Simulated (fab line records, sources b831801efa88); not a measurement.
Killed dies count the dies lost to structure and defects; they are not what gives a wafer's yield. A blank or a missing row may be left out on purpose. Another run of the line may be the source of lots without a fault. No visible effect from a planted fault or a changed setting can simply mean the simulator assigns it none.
Matching of chambers | flow gf180mcu | rie diel-04 running GF_HV_LDD_ETCHBACK_58: 4 sister chambers
The step etches Si3N4 in CH3F/O2, stops on SiO2, time 100 s, target depth 90 nm. 8 wafers are shown with their chamber, then 6 later ones without.

## EACH WAFER AND ITS CHAMBER
wafer  | chamber | drypump motor current A (A) | run length s (s)
L695.6 | 0       | 6.3                         | 127.6
L708.1 | 3       | 5.1                         | 128.1
L708.2 | 1       | 5.7                         | 128.2
L708.4 | 1       | 5.7                         | 128.6
L710.4 | 0       | 6.4                         | 127.6
L712.3 | 2       | 5.8                         | 128.5
L712.5 | 3       | 5.1                         | 128.0
L712.6 | 2       | 5.8                         | 128.2

## WAFERS WITH NO CHAMBER GIVEN
wafer  | drypump motor current A (A) | run length s (s)
L713.1 | 6.4                         | 127.6
L713.2 | 5.1                         | 127.6
L713.5 | 5.7                         | 128.0
L714.2 | 5.8                         | 128.9
L714.5 | 5.7                         | 128.3
L714.6 | 6.4                         | 127.4

## THE CHAMBER EACH PASSED THROUGH
wafer  | from the rows above     | in truth
L713.1 | 0                       | 0
L713.2 | 3                       | 3
L713.5 | can't be placed: 1 or 2 | 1
L714.2 | can't be placed: 2 or 1 | 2
L714.5 | 1                       | 1
L714.6 | 0                       | 0
4 of 6 placed correctly. From these rows, 2 cannot be placed; in 2 the true chamber is one of the candidates. Wrongly placed: 0.
How it was worked out, from the rows above alone: a wafer's distance from a chamber is the root of the sum, over the readings, of the square of ((its reading less the chamber's mean) divided by the reading's scatter). The wafer belongs to the nearest chamber; if the next one is less than 2 further off, it can't be placed. Each chamber's mean is taken over the wafers shown for it. The scatter is the square root of a quotient: the sum, over the shown wafers, of each reading's squared deviation from its chamber's mean, divided by wafers minus chambers.
